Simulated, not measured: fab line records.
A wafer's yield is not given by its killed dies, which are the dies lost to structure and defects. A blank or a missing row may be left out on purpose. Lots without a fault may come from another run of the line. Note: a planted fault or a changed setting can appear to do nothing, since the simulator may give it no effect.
A lot that was struck, set against a sound lot :: flow sky130 :: 14 out of 708 route steps
Sound: the wafers L975.1, L975.4, L975.5. The struck wafers were L984.1, L984.2, L984.6. At the end, the cause is stated.
Each step with rows lists, per side, the tool, then ch with its chambers, then its first start. Under that, the readings that differ: sound wafers :: struck wafers :: difference of the means :: sigmas: that difference in standard deviations of wafers without a fault.
alike: readings with means less than 2 such deviations apart, plus words and numbers identical on both sides. not compared: withheld readings, readings lacking a value on some wafer, bounds such as >300 that could conceal the same value, and numbers that have no deviation in the record and whose values overlap.
The two part at a step that has a row with sigmas, a row that says differs or no value, or rows on one side only. Numbers that have no deviation but don't overlap get no sigmas and don't part them. A reading missing from all wafers of one side parts the sides only when that side holds two or more wafers.

first, 7 steps without rows for these wafers: SKY_METAL2_HMDS_08 (prime time 60 s); SKY_METAL2_COAT_09 (resist thk 60 nm); SKY_METAL2_COAT_10 (resist thk 450 nm); SKY_METAL2_SOFTBAKE_11 (time 90 s); SKY_METAL2_EXPOSE_12 (exposes mask MM2, target cd 140 nm); SKY_METAL2_PEB_13; SKY_METAL2_DEVELOP_14 (develop time 60 s).
SKY_METAL2_CD_MEAS_15: the cd target is 140 nm.
  sound: cd sem-02 at day 38 06:29; struck: cd sem-01 at day 40 23:35
  alike: cd nm
SKY_METAL2_OVL_MEAS_16:
  sound: overlay-02 at day 38 06:37; struck: overlay-02 at day 40 23:43
  alike: METAL2_OVL
SKY_METAL2_DESCUM_17: chemistry O2, time 8 s.
  sound on rie metal-02 ch 1, day 38 06:39; struck on rie metal-03 ch 0,1, day 40 23:45
  alike: drypump motor current A, oes product au
  not compared: rf hours counter h
SKY_METAL2_ETCH_18: etches BARC in N2/H2, stops on SiO2, time 45.9 s, target depth 60 nm.
  sound on rie metal-02 ch 1, day 38 06:41; struck on rie metal-03 ch 0,1, day 40 23:47
  alike: drypump motor current A, oes product au, throttle valve pct
  not compared: rf hours counter h
SKY_METAL2_METAL_ETCH_19: etches the open film in Cl2/BCl3, stops on SiO2, target depth 360 nm, time 78 s.
  sound on rie metal-02 ch 1, day 38 06:44; struck on rie metal-03 ch 0,1, day 40 23:50
reading: oes product au (a.u.)
sound: 0.853 0.844 0.848
struck: 0.867 0.859 0.860
difference: +0.014
sigmas: +2
  alike: drypump motor current A, throttle valve pct
  not compared: rf hours counter h
SKY_METAL2_STRIP_20: strips in O2/N2.
  sound on plasma asher-01 ch 0,1, day 38 06:50; struck on plasma asher-01 ch 0,1, day 40 23:56
  no value came back on the struck wafers for chamber pressure mTorr (mTorr), drypump motor current A (A), oes product au (a.u.), strip time to endpoint s (s); on the sound wafers chamber pressure mTorr (mTorr) reads 1499.6 1499.0 1501.8
reading: model.KrF-thick_of_METAL2_COAT_10.thk nm (nm)
sound: 0 0 0
struck: 160.8 153.6 160.9
difference: +158.4
sigmas: 
  not compared: rf hours counter h
then, 1 step without rows for these wafers: SKY_METAL2_STRIP_21 (strips in post etch residue remover, time 1200 s).

== WHERE THEY PART ==
First at SKY_METAL2_METAL_ETCH_19; last, within this record, at SKY_METAL2_STRIP_20.

WHY: whatever the simulator had introduced
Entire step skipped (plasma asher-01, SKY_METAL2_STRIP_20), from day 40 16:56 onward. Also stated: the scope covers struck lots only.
